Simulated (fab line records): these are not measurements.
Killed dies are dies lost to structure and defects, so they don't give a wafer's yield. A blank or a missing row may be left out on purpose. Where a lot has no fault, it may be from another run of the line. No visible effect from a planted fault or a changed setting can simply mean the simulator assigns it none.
fab line records + flow sky130
[record]
- lots = 13
- wafers = 36
- lastDay = 50
route steps=708 shown NWELL@67 VT_ADJUST_PCH@150 LOCAL_INTERCONNECT@397 VIA3@574 PAD_OPEN@708
lots with no fault: from the same line, run without faults
startH: hours from the record's first day to the start of the lot's first wafer shown + waitH: hours from the lot's prior step to this one + " same as the row above + L1.1+2: one row covering several wafers at once + - no value present, or no start provided + * or withheld: withheld + < > ~ a bound
route shown NAME@n: NAME is a module with steps in the file, n the number in the route of the first one + usual: mean and standard deviation over wafers with no fault + same: alike in all rows + chamber/n: place in a boat + sites: per-site readings + _std_site: the standard deviation of these + _edge_site: outer sites' mean less inner sites' + radiusMm: for every site, how far away it sits from the centre of the wafer + mask NAME#n: copy n + behind: the tool/chamber that last shaped the wafer + hold: cause of the lot's hold/its duration in hours/its outcome + device: the n, p or np transistor that did not switch + end of line: tests of these same wafers at the route's end + a step given without rows: its recipe and nothing more + killed: dies lost to structure and defects at the first sort, not the wafer's yield + map: shows each die of a wafer: x if killed, . if not, _ if none is there
set.NAME: the setting as run; set.NAME@STEP: as run at that earlier step + model.NAME: the simulator's own value behind a step, which no gauge read
route steps across a sampled set of lots; one table per step, one row per wafer
services: the hour from which a tool's chamber was out of use, counted from the record's first day as startH (under 0 if before that day), plus the number of hours and why
[[steps]]
[step SKY_NWELL_STRIP_14]
[recipe]
- chemistry = O2/N2
- powerW = 1400
- pressureMtorr = 1500
- platenTempC = withheld
- o2FlowSccm = 3000
- n2FlowSccm = 300
- overashFraction = 0.5
[usual]
- drypumpMotorCurrentA = 5.6/0.51
- oesProductAu = 0.722/0.0048
- stripTimeToEndpointS = 36.95/0.12
[same]
- overashFraction = 0.5
| lot.wafer | tool           | chamber | startH | waitH | drypumpMotorCurrentA | oesProductAu | rfHoursCounterH | stripTimeToEndpointS |
|-----------|----------------|---------|--------|-------|----------------------|--------------|-----------------|----------------------|
| L556.1    | plasmaAsher-02 | 1       | 98.65  | 0.1   | 5.2                  | 0.729        | 43              | 36.83                |
| L556.3    | "              | 1       | "      | "     | 5.2                  | 0.723        | -               | 36.72                |
| L556.5    | "              | 1       | "      | "     | 5.2                  | 0.720        | -               | 36.81                |
| L557.3    | plasmaAsher-02 | 1       | 106.29 | 0.1   | 5.2                  | 0.720        | -               | 37.03                |
| L557.4    | "              | 0       | "      | "     | 6.2                  | 0.726        | -               | 37.00                |
| L557.6    | "              | 1       | "      | "     | 5.2                  | 0.727        | -               | 37.09                |
| L558.2    | plasmaAsher-02 | 0       | 107.80 | 0.1   | 6.3                  | 0.724        | 44              | 36.81                |
| L558.4    | "              | 1       | "      | "     | 5.2                  | 0.720        | -               | 36.74                |
| L558.6    | "              | 0       | "      | "     | 6.3                  | 0.713        | -               | 36.76                |
| L559.1    | plasmaAsher-03 | 1       | 116.26 | 0.1   | 5.1                  | 0.728        | 28              | 36.99                |
| L559.5    | "              | 0       | "      | "     | 5.0                  | 0.723        | -               | 37.09                |
| L559.6    | "              | 1       | "      | "     | 5.1                  | 0.722        | -               | 37.03                |
| L561.1    | plasmaAsher-02 | 0       | 127.35 | 0.1   | 6.3                  | 0.724        | 1               | 36.78                |
| L561.2    | "              | 1       | "      | "     | 5.2                  | 0.713        | 1               | 36.95                |
| L561.3    | "              | 1       | "      | "     | 5.2                  | 0.721        | -               | 36.82                |
| L565.1    | plasmaAsher-04 | 0       | 148.76 | 0.1   | 6.0                  | 0.720        | 44              | 37.04                |
| L565.3    | "              | 1       | "      | "     | 5.5                  | 0.720        | -               | 37.11                |
| L567.1    | plasmaAsher-02 | 1       | 160.06 | 0.1   | 5.2                  | 0.722        | 4               | 36.90                |
| L567.6    | "              | 1       | "      | "     | 5.2                  | 0.724        | -               | 36.71                |
| L568.1    | plasmaAsher-03 | 0       | 166.96 | 0.1   | 5.1                  | 0.712        | 33              | 37.07                |
| L568.3    | "              | 0       | "      | "     | 5.0                  | 0.719        | -               | 36.95                |
| L572.2    | plasmaAsher-02 | 1       | 197.86 | 0.1   | 5.2                  | 0.721        | 8               | 37.02                |
| L572.3    | "              | 0       | "      | "     | 6.2                  | 0.733        | -               | 36.98                |
| L572.4    | "              | 1       | "      | "     | 5.2                  | 0.721        | -               | 36.97                |
| L573.1    | plasmaAsher-04 | 0       | 198.81 | 0.1   | 6.0                  | 0.726        | 49              | 37.01                |
| L573.2    | "              | 1       | "      | "     | 5.5                  | 0.730        | 49              | 36.99                |
| L573.5    | "              | 0       | "      | "     | 6.0                  | 0.724        | -               | 37.13                |
| L574.1    | plasmaAsher-02 | 1       | 204.91 | 0.1   | 5.2                  | 0.730        | 8               | 36.81                |
| L574.3    | "              | 1       | "      | "     | 5.2                  | 0.730        | -               | 36.88                |
| L574.5    | "              | 0       | "      | "     | 6.3                  | 0.729        | -               | 36.86                |
| L575.3    | plasmaAsher-03 | 1       | 215.64 | 0.1   | 5.1                  | 0.723        | -               | 36.99                |
| L575.4    | "              | 0       | "      | "     | 5.1                  | 0.714        | -               | 37.06                |
| L575.6    | "              | 0       | "      | "     | 5.0                  | 0.724        | -               | 37.08                |
| L576.2    | plasmaAsher-02 | 1       | 217.85 | 0.1   | 5.2                  | 0.715        | 10              | 37.18                |
| L576.3    | "              | 1       | "      | "     | 5.2                  | 0.717        | -               | 37.09                |
| L576.5    | "              | 0       | "      | "     | 6.3                  | 0.727        | -               | 37.13                |
[step SKY_VT_ADJUST_PCH_OVL_MEAS_07]
[usual]
- VT_ADJUST_PCH_OVL = -0.2/1.5
| lot.wafer | tool       | chamber | startH | waitH | VT_ADJUST_PCH_OVL[nm] |
|-----------|------------|---------|--------|-------|-----------------------|
| L556.1    | overlay-01 | -       | 243.06 | -     | -0.8                  |
| L556.3    | "          | -       | "      | "     | -1.2                  |
| L556.5    | "          | -       | "      | "     | 0.4                   |
| L557.3    | overlay-01 | -       | 254.68 | -     | 0.0                   |
| L557.4    | "          | -       | "      | "     | -2.5                  |
| L557.6    | "          | -       | "      | "     | -1.2                  |
| L558.2    | overlay-01 | -       | 256.13 | -     | 0.3                   |
| L558.4    | "          | -       | "      | "     | 0.3                   |
| L558.6    | "          | -       | "      | "     | -1.3                  |
| L559.1    | overlay-01 | -       | 266.43 | -     | -1.4                  |
| L559.5    | "          | -       | "      | "     | -3.0                  |
| L559.6    | "          | -       | "      | "     | -2.5                  |
| L561.1    | overlay-01 | -       | 281.62 | -     | -1.4                  |
| L561.2    | "          | -       | "      | "     | -1.4                  |
| L561.3    | "          | -       | "      | "     | -2.2                  |
| L565.1    | overlay-02 | -       | 307.73 | -     | -0.8                  |
| L565.3    | "          | -       | "      | "     | -0.7                  |
| L567.1    | overlay-02 | -       | 321.22 | -     | -1.8                  |
| L567.6    | "          | -       | "      | "     | -1.0                  |
| L568.1    | overlay-02 | -       | 333.48 | -     | 1.7                   |
| L568.3    | "          | -       | "      | "     | 1.6                   |
| L572.2    | overlay-01 | -       | 373.72 | -     | -2.0                  |
| L572.3    | "          | -       | "      | "     | -0.9                  |
| L572.4    | "          | -       | "      | "     | -0.6                  |
| L573.1    | overlay-02 | -       | 374.73 | -     | -0.2                  |
| L573.2    | "          | -       | "      | "     | -0.2                  |
| L573.5    | "          | -       | "      | "     | 0.7                   |
| L574.1    | overlay-02 | -       | 381.33 | -     | -0.1                  |
| L574.3    | "          | -       | "      | "     | 1.3                   |
| L574.5    | "          | -       | "      | "     | 1.8                   |
| L575.3    | overlay-02 | -       | 394.78 | -     | 0.8                   |
| L575.4    | "          | -       | "      | "     | -0.4                  |
| L575.6    | "          | -       | "      | "     | 1.0                   |
| L576.2    | overlay-01 | -       | 397.57 | -     | -3.0                  |
| L576.3    | "          | -       | "      | "     | -0.9                  |
| L576.5    | "          | -       | "      | "     | -0.5                  |
[step SKY_LOCAL_INTERCONNECT_DEVELOP_10]
[recipe]
- developTimeS = 60
- resist = KrF-thick
- devTempC = 21
[usual]
- exhaustPa = 45.1/0.87
| lot.wafer | tool          | chamber | startH | waitH | exhaustPa |
|-----------|---------------|---------|--------|-------|-----------|
| L556.1    | lithoTrack-04 | 0       | 718    | -     | 46.3      |
| L556.3    | "             | 0       | "      | "     | 45.8      |
| L556.5    | "             | 0       | "      | "     | 45.8      |
| L557.3    | lithoTrack-02 | 0       | 743    | -     | 44.8      |
| L557.4    | "             | 0       | "      | "     | 45.8      |
| L557.6    | "             | 0       | "      | "     | 45.3      |
| L558.2    | lithoTrack-02 | 0       | 744    | -     | 45.3      |
| L558.4    | "             | 0       | 745    | -     | 45.7      |
| L558.6    | "             | 0       | "      | "     | 44.6      |
| L559.1    | lithoTrack-03 | 0       | 746    | -     | 43.3      |
| L559.5    | "             | 0       | "      | "     | 44.9      |
| L559.6    | "             | 0       | "      | "     | 44.5      |
| L561.1    | lithoTrack-02 | 0       | 761    | -     | 44.5      |
| L561.2    | "             | 0       | "      | "     | 44.1      |
| L561.3    | "             | 0       | "      | "     | 44.2      |
| L565.1    | lithoTrack-02 | 0       | 792    | -     | 45.2      |
| L565.3    | "             | 0       | "      | "     | 44.8      |
| L567.1    | lithoTrack-02 | 0       | 808    | -     | 43.9      |
| L567.6    | "             | 0       | "      | "     | 43.8      |
| L568.1    | lithoTrack-02 | 0       | 813    | -     | 45.9      |
| L568.3    | "             | 0       | "      | "     | 45.2      |
| L572.2    | lithoTrack-04 | 0       | 854    | -     | 45.1      |
| L572.3    | "             | 0       | "      | "     | 45.4      |
| L572.4    | "             | 0       | "      | "     | 45.5      |
| L573.1    | lithoTrack-03 | 0       | 859    | -     | 44.7      |
| L573.2    | "             | 0       | "      | "     | 44.7      |
| L573.5    | "             | 0       | "      | "     | 45.2      |
| L574.1    | lithoTrack-04 | 0       | 864    | -     | 44.9      |
| L574.3    | "             | 0       | "      | "     | 43.0      |
| L574.5    | "             | 0       | "      | "     | 44.5      |
| L575.3    | lithoTrack-03 | 0       | 869    | -     | 44.2      |
| L575.4    | "             | 0       | "      | "     | 45.2      |
| L575.6    | "             | 0       | "      | "     | 44.4      |
| L576.2    | lithoTrack-04 | 0       | 877    | -     | 45.4      |
| L576.3    | "             | 0       | "      | "     | 45.0      |
| L576.5    | "             | 0       | "      | "     | 46.1      |
[step SKY_LOCAL_INTERCONNECT_CD_MEAS_11]
[recipe]
- targetCdNm = 170
[usual]
- cdNm = 170.4/1.5
| lot.wafer | tool     | chamber | startH | waitH | cdNm  |
|-----------|----------|---------|--------|-------|-------|
| L556.1    | cdSem-02 | -       | 718.97 | -     | 173.1 |
| L556.3    | "        | -       | "      | "     | 172.6 |
| L556.5    | "        | -       | "      | "     | 172.7 |
| L557.3    | cdSem-02 | -       | 743.32 | -     | 167.8 |
| L557.4    | "        | -       | "      | "     | 170.4 |
| L557.6    | "        | -       | "      | "     | 168.2 |
| L558.2    | cdSem-02 | -       | 745.10 | -     | 170.5 |
| L558.4    | "        | -       | "      | "     | 169.7 |
| L558.6    | "        | -       | "      | "     | 169.6 |
| L559.1    | cdSem-02 | -       | 746.86 | -     | 171.2 |
| L559.5    | "        | -       | "      | "     | 170.8 |
| L559.6    | "        | -       | "      | "     | 171.7 |
| L561.1    | cdSem-02 | -       | 761.28 | -     | 169.3 |
| L561.2    | "        | -       | "      | "     | 169.5 |
| L561.3    | "        | -       | "      | "     | 169.6 |
| L565.1    | cdSem-02 | -       | 792.18 | -     | 182.3 |
| L565.3    | "        | -       | "      | "     | 170.8 |
| L567.1    | cdSem-02 | -       | 808.93 | -     | 179.3 |
| L567.6    | "        | -       | "      | "     | 180.6 |
| L568.1    | cdSem-02 | -       | 813.59 | -     | 183.3 |
| L568.3    | "        | -       | "      | "     | 170.9 |
| L572.2    | cdSem-01 | -       | 854.99 | -     | 169.8 |
| L572.3    | "        | -       | "      | "     | 169.5 |
| L572.4    | "        | -       | "      | "     | 169.1 |
| L573.1    | cdSem-01 | -       | 859.36 | -     | 170.3 |
| L573.2    | "        | -       | "      | "     | 170.0 |
| L573.5    | "        | -       | "      | "     | 171.3 |
| L574.1    | cdSem-01 | -       | 864.62 | -     | 168.5 |
| L574.3    | "        | -       | "      | "     | 168.6 |
| L574.5    | "        | -       | "      | "     | 169.5 |
| L575.3    | cdSem-02 | -       | 869.45 | -     | 168.6 |
| L575.4    | "        | -       | "      | "     | 169.7 |
| L575.6    | "        | -       | "      | "     | 169.2 |
| L576.2    | cdSem-01 | -       | 877.59 | -     | 170.0 |
| L576.3    | "        | -       | "      | "     | 170.3 |
| L576.5    | "        | -       | "      | "     | 171.7 |
[step SKY_VIA3_THK_MEAS_01]
[recipe]
- reads = SiO2_of_VIA3_HDPCVD_00
[usual]
- VIA3_HDPCVD_THK = 1636/18
| lot.wafer | tool         | chamber | startH  | waitH | VIA3_HDPCVD_THK[nm] |
|-----------|--------------|---------|---------|-------|---------------------|
| L556.1    | filmMetro-04 | -       | 914.22  | 0.1   | 1641                |
| L556.3    | "            | -       | "       | "     | 1639                |
| L556.5    | "            | -       | "       | "     | 1648                |
| L557.3    | filmMetro-04 | -       | 935.76  | 0.1   | 1624                |
| L557.4    | "            | -       | "       | "     | 1635                |
| L557.6    | "            | -       | "       | "     | 1656                |
| L558.2    | filmMetro-04 | -       | 937.73  | 0.1   | 1662                |
| L558.4    | "            | -       | "       | "     | 1651                |
| L558.6    | "            | -       | "       | "     | 1646                |
| L559.1    | filmMetro-02 | -       | 941.54  | 0.1   | 1633                |
| L559.5    | "            | -       | "       | "     | 1636                |
| L559.6    | "            | -       | "       | "     | 1616                |
| L561.1    | filmMetro-04 | -       | 953.11  | 0.1   | 1635                |
| L561.2    | "            | -       | "       | "     | 1629                |
| L561.3    | "            | -       | "       | "     | 1636                |
| L565.1    | filmMetro-01 | -       | 981.53  | 0.1   | 1654                |
| L565.3    | "            | -       | "       | "     | 1641                |
| L567.1    | filmMetro-01 | -       | 995.36  | 0.1   | 1639                |
| L567.6    | "            | -       | "       | "     | 1644                |
| L568.1    | filmMetro-02 | -       | 999.32  | 0.1   | 1631                |
| L568.3    | "            | -       | "       | "     | 1614                |
| L572.2    | filmMetro-04 | -       | 1036.09 | 0.1   | 1633                |
| L572.3    | "            | -       | "       | "     | 1626                |
| L572.4    | "            | -       | "       | "     | 1621                |
| L573.1    | filmMetro-02 | -       | 1041.21 | 0.1   | 1609                |
| L573.2    | "            | -       | "       | "     | 1631                |
| L573.5    | "            | -       | "       | "     | 1635                |
| L574.1    | filmMetro-02 | -       | 1045.59 | 0.1   | 1641                |
| L574.3    | "            | -       | "       | "     | 1646                |
| L574.5    | "            | -       | "       | "     | 1648                |
| L575.3    | filmMetro-02 | -       | 1049.91 | 0.1   | 1619                |
| L575.4    | "            | -       | "       | "     | 1630                |
| L575.6    | "            | -       | "       | "     | 1635                |
| L576.2    | filmMetro-02 | -       | 1057.62 | 0.1   | 1632                |
| L576.3    | "            | -       | "       | "     | 1618                |
| L576.5    | "            | -       | "       | "     | 1633                |
[step SKY_PAD_OPEN_PROBE_99]
[usual]
- killed_at_M0_to_M3 = 44/7.5
- killed_at_M4_up = 3.2/1.9
- killedAtContacts = 23/4.7
- killedAtFrontEnd = 15/4.7
- killedAtOther = 0.4/0.66
- killedDies = 87/9.3
- killedOpen = 47/7.2
- killedShort = 39/6.5
[same]
- grossDies = 492
- killedAtBackSide = 0
| lot.wafer | tool      | chamber | startH  | waitH | killed_at_M0_to_M3 | killed_at_M4_up | killedAtContacts | killedAtFrontEnd | killedAtOther | killedDies | killedOpen | killedShort |
|-----------|-----------|---------|---------|-------|--------------------|-----------------|------------------|------------------|---------------|------------|------------|-------------|
| L567.6    | prober-01 | -       | 1152.27 | 0.2   | 46                 | 5               | 19               | 11               | 2             | 83         | 46         | 36          |
// killed by level:class
L567.6 VIA1:geometricParticle:open=14 CONTACT:geometricParticle:open=8 METAL2:geometricParticle:short=7 VIA3:geometricParticle:open=7 METAL1:geometricParticle:short=5 LI_CONTACT:geometricParticle:open=4 LOCAL_INTERCONNECT:geometricParticle:short=4 POLY_GATE:geometricParticle:open=3
[[services]]
| tool           | chamber | startH | hours | kind   |
|----------------|---------|--------|-------|--------|
| plasmaAsher-03 | -       | 93.07  | 11.2  | repair |
| plasmaAsher-02 | -       | 108.75 | 9.0   | pm     |
| plasmaAsher-03 | -       | 123.14 | 0.8   | repair |
| plasmaAsher-04 | -       | 232.29 | 2.2   | repair |
| plasmaAsher-04 | -       | 240.67 | 14.6  | pm     |
| plasmaAsher-02 | -       | 276.58 | 3.1   | repair |
| plasmaAsher-03 | -       | 378.58 | 1.8   | repair |
| plasmaAsher-04 | -       | 389.09 | 1.9   | repair |
| plasmaAsher-02 | -       | 397.98 | 3.5   | repair |
| plasmaAsher-04 | -       | 402.08 | 1.4   | repair |
| plasmaAsher-04 | -       | 410.55 | 0.3   | repair |
| plasmaAsher-02 | -       | 413.53 | 0.6   | repair |
| plasmaAsher-04 | -       | 424.81 | 11.2  | repair |
| plasmaAsher-03 | -       | 438.54 | 3.6   | repair |
| plasmaAsher-02 | -       | 441.03 | 0.7   | repair |
| plasmaAsher-04 | -       | 451.47 | 0.5   | repair |
| plasmaAsher-04 | -       | 481.21 | 11.0  | repair |
| plasmaAsher-02 | -       | 586.14 | 12.0  | repair |
| plasmaAsher-04 | -       | 599.43 | 2.8   | pm     |
| plasmaAsher-03 | -       | 630.73 | 1.2   | repair |
| plasmaAsher-02 | -       | 645.45 | 5.3   | repair |
| plasmaAsher-03 | -       | 712.82 | 2.8   | pm     |
| plasmaAsher-02 | -       | 787.73 | 2.8   | pm     |
| plasmaAsher-02 | -       | 798.73 | 13.0  | repair |
[[key]]
[firstSign]
- step = SKY_LOCAL_INTERCONNECT_CD_MEAS_11
- reading = cdNm
- direction = up
- sigmas = 7.4
- usual = 170.4
- struck = 181.4
effect none on later readings
metAt SKY_LOCAL_INTERCONNECT_DEVELOP_10
struckLots L565,L567,L568
struckWafers L565.1,L567.1,L567.6,L568.1
testerLeftOut L565,L567,L568
notActingAt SKY_NWELL_STRIP_14,SKY_VT_ADJUST_PCH_OVL_MEAS_07,SKY_VIA3_THK_MEAS_01
onsetBetween 761 792
[fault]
- kind = processParameterDrift
- tool = lithoTrack-02
- chamber = -
- onsetH = 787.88
- steps = SKY_LOCAL_INTERCONNECT_DEVELOP_10
- channel = developTimeS
- offset = *
- shape = step
- endH = 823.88
- scope = struckWafersOnly
- actsIn = *
- stated = *
// testerLeftOut: of these lots the tester's yield and bins aren't shown, on N5 and GAA mostly nor the transistor test; their killed dies are dies lost to structure and defects alone, not to doping, threshold or leakage, so they don't give the yield
